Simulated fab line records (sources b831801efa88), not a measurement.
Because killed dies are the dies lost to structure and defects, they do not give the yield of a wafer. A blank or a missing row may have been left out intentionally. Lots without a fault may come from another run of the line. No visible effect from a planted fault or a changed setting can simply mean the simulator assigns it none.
Chamber matching	flow sfqLine	4 sister chambers for SFQ_TRILAYER_I5_ETCH_VIA_ETCH_147 on rieDiel-03
The step etches the open film in CHF3, stops on Nb, target depth 360 nm. 4 wafers are shown with their chamber, then 8 later ones without.

== WAFERS PAIRED WITH THEIR CHAMBERS ==
wafer	chamber	drypumpMotorCurrentA (A)
L131.2	0	6.3
L131.6	1	6.6
L136.6	2	5.3
L138.3	3	5.9

== WAFERS WITHOUT THEIR CHAMBER ==
wafer	drypumpMotorCurrentA (A)
L138.5	5.9
L138.6	6.3
L141.1	6.3
L141.2	6.5
L141.4	5.8
L145.2	5.3
L145.3	6.3
L145.6	5.9

== WHICH CHAMBER EACH WENT THROUGH ==
wafer	from the rows above	in truth
L138.5	3	3
L138.6	0	0
L141.1	0	0
L141.2	1	1
L141.4	3	3
L145.2	2	2
L145.3	0	0
L145.6	3	3
Correct placement for 8 of the 8. Number that these rows cannot place: 0. Wrongly placed: 0.
How it was worked out, from the rows above alone: a wafer's distance from a chamber is the root of the sum, over the readings, of the square of ((its reading less the chamber's mean) divided by the reading's scatter). The wafer belongs to the nearest chamber; if the next one is less than 2 further off, it can't be placed. A chamber's mean is the mean of its shown wafers. The scatter: root of mean squared gap, hidden wafer to nearest shown wafer, with one shown wafer a chamber.
